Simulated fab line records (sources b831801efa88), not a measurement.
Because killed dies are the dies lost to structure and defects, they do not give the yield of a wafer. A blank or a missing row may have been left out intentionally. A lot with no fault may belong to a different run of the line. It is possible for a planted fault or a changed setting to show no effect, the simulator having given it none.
The same fault as seen by 2 desks :: flow gf180mcu :: each desk has only its own numbers; what lay behind them comes last

THE TOOL OWNER'S DESK: implanter-03
The tool's own readings at GF_HV_LDD_IMPLANT_34: means of the sampled wafers that have a number, for each lot that ran on this tool. The brackets show how far a lot's mean lies from the usual mean; more than 4 standard deviations puts the lot out of limits, marked OUT.
Columns: A = dose_ions_cm2 at GF_HV_LDD_IMPLANT_34, usual 7.499e+12; B = faraday_current_uA at GF_HV_LDD_IMPLANT_34, usual 42.3
lot: L303
first seen here: day 11 14:03
A: 7.501e+12
B: 42.0

lot: L309
first seen here: day 13 12:02
A: 7.494e+12
B: 41.8

lot: L311
first seen here: day 14 04:34
A: 9.220e+12 (+99 or more) OUT
B: 52.0 (+11) OUT

lot: L313
first seen here: day 14 23:51
A: 9.224e+12 (+99 or more) OUT
B: 53.5 (+13) OUT

lot: L321
first seen here: day 18 06:01
A: 7.507e+12
B: 42.1

lot: L323
first seen here: day 18 10:18
A: 7.505e+12
B: 42.8

lot: L322
first seen here: day 18 12:55
A: 7.502e+12
B: 41.8

lot: L324
first seen here: day 18 15:51
A: 7.504e+12
B: 42.1
Finding of this desk: L311, L313 out of limits; the first was L311 at day 14 04:34, on dose_ions_cm2 at GF_HV_LDD_IMPLANT_34. In limits: L303, L309, L321, L323, L322, L324.

AT THE METROLOGY DESK
What the gauges read for every lot (on any tool): the sampled wafers with a number, averaged. The brackets show how far a lot's mean lies from the usual mean; more than 4 standard deviations puts the lot out of limits, marked OUT.
Columns: A = HV_LDD_TW at GF_HV_LDD_TW_MEAS_11, usual 2434; B = cd_nm at GF_HV_LDD_CD_MEAS_19, usual 400.2 nm; C = HV_LDD_RS at GF_HV_LDD_RS_MEAS_53, usual 418.6 ohm/sq
lot: L303
first seen here: day 10 00:55
A: 2473
B: 402.5
C: 419.0

lot: L306
first seen here: day 10 22:58
A: 2424
B: 400.3
C: 419.0

lot: L308
first seen here: day 11 12:07
A: 2434
B: 404.0
C: 418.9

lot: L309
first seen here: day 11 19:25
A: 2475
B: 400.2
C: 418.1

lot: L311
first seen here: day 12 11:10
A: 2409
B: 401.4
C: 413.3 (-5.7) OUT

lot: L313
first seen here: day 13 05:37
A: 2411
B: 398.2
C: 414.7 (-4.2) OUT

lot: L317
first seen here: day 14 07:06
A: 2422
B: 401.4
C: 417.0

lot: L321
first seen here: day 16 07:39
A: 2427
B: 401.2
C: 417.7

lot: L323
first seen here: day 16 11:27
A: 2425
B: 400.4
C: 419.2

lot: L322
first seen here: day 16 14:00
A: 2427
B: 402.8
C: 417.6

lot: L324
first seen here: day 16 16:38
A: 2431
B: 400.6
C: 417.7

lot: L325
first seen here: day 17 04:58
A: 2474
B: 399.4
C: 418.5

lot: L326
first seen here: day 17 08:26
A: 2415
B: 398.0
C: 418.3
This desk finds L311, L313 out of limits, with the earliest case on L311 at day 15 02:25 (HV_LDD_RS at GF_HV_LDD_RS_MEAS_53). In limits: L303, L306, L308, L309, L317, L321, L323, L322, L324, L325, L326.

PUT TOGETHER
The tool owner's desk could have raised an alarm at day 14 04:34, on L311, L313.
At day 15 02:25 the metrology desk could have sounded an alarm, on L311, L313.
All the named lots went through GF_HV_LDD_IMPLANT_34 on implanter-03.

WHAT HAD BEEN PUT IN BY THE SIMULATOR
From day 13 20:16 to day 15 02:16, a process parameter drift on implanter-03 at GF_HV_LDD_IMPLANT_34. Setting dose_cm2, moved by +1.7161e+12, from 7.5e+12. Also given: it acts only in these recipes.
Lots struck among those shown: L311, L313.
Time in hours from fault onset to the first out-of-limits reading at each desk: tool owner's desk 8, metrology desk 30.
